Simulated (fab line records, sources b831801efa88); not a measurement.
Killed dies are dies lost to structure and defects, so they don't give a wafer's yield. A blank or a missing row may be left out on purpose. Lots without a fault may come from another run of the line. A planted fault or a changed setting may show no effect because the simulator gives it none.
Which tool did it? | flow gf180mcu | 24 lots, 72 wafers sampled, at 4 steps of a route of 602

WHAT THE GAUGES READ, wafer by wafer
GF_V3_BOW_MEAS_05.
lot  | measured     | on            | V3_BOW (um)
L074 | day 21 08:44 | film_metro-01 | 124 116 137
L075 | day 21 17:20 | film_metro-04 | 123 128 112
L076 | day 21 23:38 | film_metro-01 | 113 106 111
L077 | day 22 11:58 | film_metro-04 | 115 120 111
L078 | day 23 06:13 | film_metro-03 | 121 118 122
L079 | day 23 12:56 | film_metro-04 | 111 111 116
L080 | day 23 19:48 | film_metro-03 | 115 115 112
L081 | day 24 03:13 | film_metro-03 | 114 125 126
L082 | day 24 10:43 | film_metro-04 | 131 121 120
L083 | day 25 02:20 | film_metro-04 | 122 114 112
L084 | day 25 10:42 | film_metro-03 | 104 110 113
L085 | day 25 16:55 | film_metro-01 | 117 119 119
L086 | day 26 01:38 | film_metro-04 | 103 104 105
L087 | day 26 05:03 | film_metro-04 | 113 102 102
L088 | day 26 05:17 | film_metro-01 | 113 113 104
L089 | day 26 18:25 | film_metro-04 | 121 124 121
L090 | day 26 22:41 | film_metro-01 | 115 120 116
L091 | day 27 07:34 | film_metro-04 | 114 105 124
L092 | day 27 12:50 | film_metro-04 | 120 131 137
L093 | day 27 17:23 | film_metro-01 | 122 119 121
L094 | day 27 23:31 | film_metro-03 | 123 118 114
L095 | day 28 09:21 | film_metro-03 | 121 112 115
L096 | day 28 13:35 | film_metro-01 | 117 112 111
L097 | day 28 23:31 | film_metro-03 | 124 103 133

GF_M4_OVL_MEAS_15.
lot  | measured     | on         | M4_OVL (nm)
L074 | day 23 09:18 | overlay-02 | 0 -9 -4
L075 | day 23 17:54 | overlay-01 | 1 -6 -7
L076 | day 23 23:15 | overlay-01 | -2 -5 2
L077 | day 24 10:23 | overlay-02 | 5 -2 9
L078 | day 25 03:49 | overlay-01 | -2 -6 -4
L079 | day 25 10:44 | overlay-02 | -7 8 2
L080 | day 25 17:09 | overlay-02 | -7 -2 -4
L081 | day 26 00:45 | overlay-02 | -4 -11 -5
L082 | day 26 06:33 | overlay-02 | -7 -4 3
L083 | day 26 22:23 | overlay-02 | -2 -2 -1
L084 | day 27 06:41 | overlay-01 | 4 -10 5
L085 | day 27 12:34 | overlay-01 | -6 -7 0
L086 | day 27 19:47 | overlay-02 | -7 -21 0
L087 | day 27 22:35 | overlay-02 | 3 -2 2
L088 | day 27 23:28 | overlay-01 | 0 -2 3
L089 | day 28 11:50 | overlay-01 | -2 3 7
L090 | day 28 16:01 | overlay-01 | -8 -5 -5
L091 | day 29 01:56 | overlay-01 | -2 -7 4
L092 | day 29 05:54 | overlay-01 | 0 3 6
L093 | day 29 09:32 | overlay-02 | -4 1 3
L094 | day 29 15:38 | overlay-02 | -5 -2 -2
L095 | day 30 00:35 | overlay-02 | 6 10 2
L096 | day 30 04:22 | overlay-01 | -8 -9 -12
L097 | day 30 14:56 | overlay-02 | -3 -9 -2

GF_V4_OVL_MEAS_15.
lot  | measured     | on         | V4_OVL (nm)
L074 | day 24 08:50 | overlay-02 | 5 -5 -3
L075 | day 24 17:38 | overlay-02 | -6 -4 0
L076 | day 25 00:26 | overlay-02 | 0 0 5
L077 | day 25 09:27 | overlay-01 | 1 -2 -2
L078 | day 26 02:49 | overlay-02 | 8 1 3
L079 | day 26 09:35 | overlay-01 | 0 1 -5
L080 | day 26 15:17 | overlay-01 | 7 5 -4
L081 | day 26 23:39 | overlay-01 | 5 -10 -10
L082 | day 27 05:20 | overlay-02 | -4 -4 -6
L083 | day 27 19:17 | overlay-01 | -1 -1 -5
L084 | day 28 04:33 | overlay-01 | 7 9 1
L085 | day 28 10:08 | overlay-01 | 2 2 -4
L086 | day 28 16:50 | overlay-01 | -14 -4 -4
L087 | day 28 19:35 | overlay-02 | -4 -5 -6
L088 | day 28 19:57 | overlay-02 | -14 -7 -10
L089 | day 29 07:59 | overlay-02 | -6 -8 -6
L090 | day 29 12:29 | overlay-02 | -6 -6 -7
L091 | day 29 22:14 | overlay-01 | -11 -7 4
L092 | day 30 02:10 | overlay-02 | -12 -9 -8
L093 | day 30 05:39 | overlay-02 | -2 -2 -1
L094 | day 30 12:03 | overlay-02 | 5 -2 1
L095 | day 30 20:50 | overlay-02 | -6 -15 -12
L096 | day 31 00:17 | overlay-01 | 3 -10 -4
L097 | day 31 10:47 | overlay-01 | -8 0 -1

WHICH TOOL RAN EACH LOT (tool, then ch and the chambers of the sampled wafers, then the start)
lot  | GF_V4_CMP_04
L074 | cmp-02 ch 2,3, day 23 10:14
L075 | cmp-02 ch 0,1,3, day 23 18:52
L076 | cmp-02 ch 0,2,3, day 24 02:31
L077 | cmp-01 ch 0,1,2, day 24 11:25
L078 | cmp-02 ch 0,1,3, day 25 05:00
L079 | cmp-01 ch 0,2, day 25 11:50
L080 | cmp-02 ch 0,3, day 25 18:10
L081 | cmp-02 ch 0,1,3, day 26 01:50
L082 | cmp-02 ch 0,1, day 26 07:36
L083 | cmp-01 ch 0,2,3, day 26 23:27
L084 | cmp-01 ch 1,2,3, day 27 07:47
L085 | cmp-01 ch 0,1,2, day 27 13:36
L086 | cmp-02 ch 0,1,2, day 27 20:47
L087 | cmp-01 ch 0,2,3, day 27 23:32
L088 | cmp-02 ch 0,1,3, day 28 00:27
L089 | cmp-02 ch 1,2, day 28 12:53
L090 | cmp-01 ch 1,2, day 28 16:59
L091 | cmp-02 ch 0,1,3, day 29 02:56
L092 | cmp-01 ch 0,1, day 29 07:03
L093 | cmp-01 ch 1,2, day 29 10:55
L094 | cmp-01 ch 0,1,3, day 29 17:14
L095 | cmp-02 ch 0,1,2, day 30 01:53
L096 | cmp-01 ch 0,2, day 30 05:22
L097 | cmp-02 ch 0,2, day 30 16:05
- GF_V4_CMP_04: polishes SiO2.

WHAT THE TOOLS THEMSELVES READ (means of the sampled wafers that have a number; where no wafer has one, the mark that the record gives instead)
GF_V4_CMP_04.
lot  | tool   | motor_current_A (A) | time_to_endpoint_s (s)
L074 | cmp-02 | 13.1                | 73
L075 | cmp-02 | 12.4                | 80
L076 | cmp-02 | 13.2                | 74
L077 | cmp-01 | 11.8                | 82
L078 | cmp-02 | 12.1                | 77
L079 | cmp-01 | 12.2                | 83
L080 | cmp-02 | 12.5                | 81
L081 | cmp-02 | 12.3                | 75
L082 | cmp-02 | 12.2                | 81
L083 | cmp-01 | 13.3                | 74
L084 | cmp-01 | 13.1                | 81
L085 | cmp-01 | 12.1                | 72
L086 | cmp-02 | 12.9                | 75
L087 | cmp-01 | 13.2                | 73
L088 | cmp-02 | 12.5                | 76
L089 | cmp-02 | 13.6                | 76
L090 | cmp-01 | 12.0                | 83
L091 | cmp-02 | 12.7                | 75
L092 | cmp-01 | 12.1                | 84
L093 | cmp-01 | 11.8                | 83
L094 | cmp-01 | 13.3                | 89
L095 | cmp-02 | 13.2                | 74
L096 | cmp-01 | 12.2                | 74
L097 | cmp-02 | 12.7                | 78

THE ANSWER, worked out from the rows above alone
Rule: what is usual is taken from the lots themselves. Put in order of their means at a reading, lots are off if they are a third of the lots or fewer, leave a main group of 4 or more, and stand apart from it by a gap of 3 or more times the standard deviation of the main group's means; of several such gaps the widest counts. A main group whose means are all the same, to the digits that the tables above print for the reading, isn't used. A lot without any number at a reading at which 4 lots or more have one is off too. The other lots that the step has rows for count as sound. The gauges are gone through in route order, then the tools' own readings, and for those a lot's mean is taken as printed above. The first step at which some lot is off is used, and at that step the reading that is off furthest; a lot without a number counts as furthest.
No lot is off at any reading shown: from this, nothing can be told.

WHAT THE SIMULATOR HAD PUT IN
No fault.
